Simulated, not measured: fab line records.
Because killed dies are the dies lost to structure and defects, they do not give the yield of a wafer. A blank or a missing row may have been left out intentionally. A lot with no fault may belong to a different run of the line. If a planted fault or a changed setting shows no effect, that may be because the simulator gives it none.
One fault through the eyes of 2 desks / flow sky130 / each desk holds nothing but its own numbers, with what lay behind them at the end

DESK OF THE TOOL OWNER: implanter-01
SKY_LDD_HVP_IMPLANT_08, tool's own readings: per-lot mean of the sampled wafers with a number, covering each lot this tool ran. The brackets show how far a lot's mean lies from the usual mean; more than 4 standard deviations puts the lot out of limits, marked OUT.
Columns: A = dose_ions_cm2 at SKY_LDD_HVP_IMPLANT_08, usual 1.6996e+13; B = faraday_current_uA at SKY_LDD_HVP_IMPLANT_08, usual 95.9; C = tilt_deg at SKY_LDD_HVP_IMPLANT_08, usual 17.900 degrees
lot=L992; first seen here=day 22 15:44; A=1.6994e+13; B=96.7; C=17.893
lot=L994; first seen here=day 24 08:45; A=1.7012e+13; B=96.8; C=17.906
lot=L995; first seen here=day 25 00:12; A=1.6998e+13; B=96.7; C=17.900
lot=L999; first seen here=day 26 01:11; A=1.6984e+13; B=97.7; C=17.906
lot=L111; first seen here=day 29 07:58; A=1.5205e+13 (-81) OUT; B=85.2 (-5.9) OUT; C=17.902
lot=L112; first seen here=day 29 18:57; A=1.5173e+13 (-83) OUT; B=85.3 (-5.9) OUT; C=17.900
This desk's finding: out of limits on L111, L112; first on L111, day 29 07:58 (dose_ions_cm2 at SKY_LDD_HVP_IMPLANT_08). In limits: L992, L994, L995, L999.

FROM THE METROLOGY DESK
Lot by lot, what the gauges showed, no matter which tool ran the lot: averages of those sampled wafers that carry a number. The brackets show how far a lot's mean lies from the usual mean; more than 4 standard deviations puts the lot out of limits, marked OUT.
Columns: A = LDD_HVP_TW at SKY_LDD_HVP_TW_MEAS_10, usual 457
lot=L989; first seen here=day 21 10:52; A=456
lot=L990; first seen here=day 21 21:09; A=463
lot=L992; first seen here=day 22 15:59; A=460
lot=L994; first seen here=day 24 08:58; A=462
lot=L995; first seen here=day 25 00:27; A=456
lot=L996; first seen here=day 25 02:55; A=460
lot=L997; first seen here=day 25 06:51; A=460
lot=L998; first seen here=day 25 23:40; A=458
lot=L100; first seen here=day 25 23:58; A=450
lot=L999; first seen here=day 26 01:26; A=464
lot=L101; first seen here=day 26 04:31; A=451
lot=L102; first seen here=day 26 11:46; A=455
lot=L111; first seen here=day 29 08:13; A=441
lot=L112; first seen here=day 29 19:12; A=436
This desk found nothing out of limits on any of the 14 lots.

TAKEN TOGETHER
An alarm could have come from the tool owner's desk at day 29 07:58, on L111, L112.
The metrology desk saw nothing out of limits.
The metrology desk has L111, L112 on record, within its limits.
Of the lots named, all ran SKY_LDD_HVP_IMPLANT_08 on implanter-01.

WHAT THE SIMULATOR HAD INSERTED
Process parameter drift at SKY_LDD_HVP_IMPLANT_08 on implanter-01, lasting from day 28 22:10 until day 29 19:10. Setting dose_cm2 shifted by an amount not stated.
Struck lots among those shown: L111, L112.
Each desk's first reading out of limits, in hours after the fault started: the tool owner's desk, 10.
